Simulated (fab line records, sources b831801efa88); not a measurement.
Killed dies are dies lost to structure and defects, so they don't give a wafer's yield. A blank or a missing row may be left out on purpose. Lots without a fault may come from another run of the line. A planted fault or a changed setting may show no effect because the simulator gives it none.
Which tool did it? | flow gf180mcu | 6 lots, 18 wafers sampled, at 3 steps of a route of 602

WHAT THE GAUGES READ, wafer by wafer
GF_M1_CD_MEAS_14: target cd 230 nm.
lot  | measured     | on        | cd_nm (nm)
L391 | day 17 19:29 | cd_sem-02 | 228.8 229.1 227.9
L394 | day 19 03:02 | cd_sem-01 | 230.6 230.0 229.9
L400 | day 21 18:03 | cd_sem-01 | 243.1 243.2 244.2
L403 | day 22 14:37 | cd_sem-01 | 228.1 228.7 228.3
L406 | day 23 13:30 | cd_sem-01 | 230.4 231.0 231.3
L409 | day 24 10:01 | cd_sem-02 | 229.7 230.1 229.4

WHICH TOOL RAN EACH LOT (tool, then ch and the chambers of the sampled wafers, then the start)
lot  | GF_CONTACT_SPUTTER_23        | GF_M1_SOFTBAKE_10
L391 | pvd_sputter-02, day 16 19:59 | litho_track-02 ch 0, day 17 08:07
L394 | pvd_sputter-02, day 18 02:04 | litho_track-01 ch 0, day 18 14:16
L400 | pvd_sputter-04, day 20 16:56 | litho_track-02 ch 0, day 21 06:11
L403 | pvd_sputter-02, day 21 13:49 | litho_track-01 ch 0, day 22 03:05
L406 | pvd_sputter-04, day 22 13:23 | litho_track-03 ch 0, day 23 02:03
L409 | pvd_sputter-02, day 23 10:23 | litho_track-01 ch 0, day 23 22:38
- GF_CONTACT_SPUTTER_23: material TiN, target thk 10 nm, time 40 s.
- GF_M1_SOFTBAKE_10: time 60 s.

THE ANSWER, worked out from the rows above alone
Rule: what is usual is taken from the lots themselves. Put in order of their means at a reading, lots are off if they are a third of the lots or fewer, leave a main group of 4 or more, and stand apart from it by a gap of 3 or more times the standard deviation of the main group's means; of several such gaps the widest counts. A main group whose means are all the same, to the digits that the tables above print for the reading, isn't used. A lot without any number at a reading at which 4 lots or more have one is off too. The other lots that the step has rows for count as sound.
Off: L400, at GF_M1_CD_MEAS_14 (cd_nm). The main group: mean 229.6 nm, standard deviation 0.95.
A tool fits if, at a process step before that reading, it ran every lot that is off, and no sound lot after the first of them. The gauges at GF_M1_CD_MEAS_14 are tried like those tools. One fits: litho_track-02 at GF_M1_SOFTBAKE_10. Its last sound lot is L391 (day 17 08:07), its first lot that is off L400 (day 21 06:11): a fault that began between those two fits.

WHAT THE SIMULATOR HAD PUT IN
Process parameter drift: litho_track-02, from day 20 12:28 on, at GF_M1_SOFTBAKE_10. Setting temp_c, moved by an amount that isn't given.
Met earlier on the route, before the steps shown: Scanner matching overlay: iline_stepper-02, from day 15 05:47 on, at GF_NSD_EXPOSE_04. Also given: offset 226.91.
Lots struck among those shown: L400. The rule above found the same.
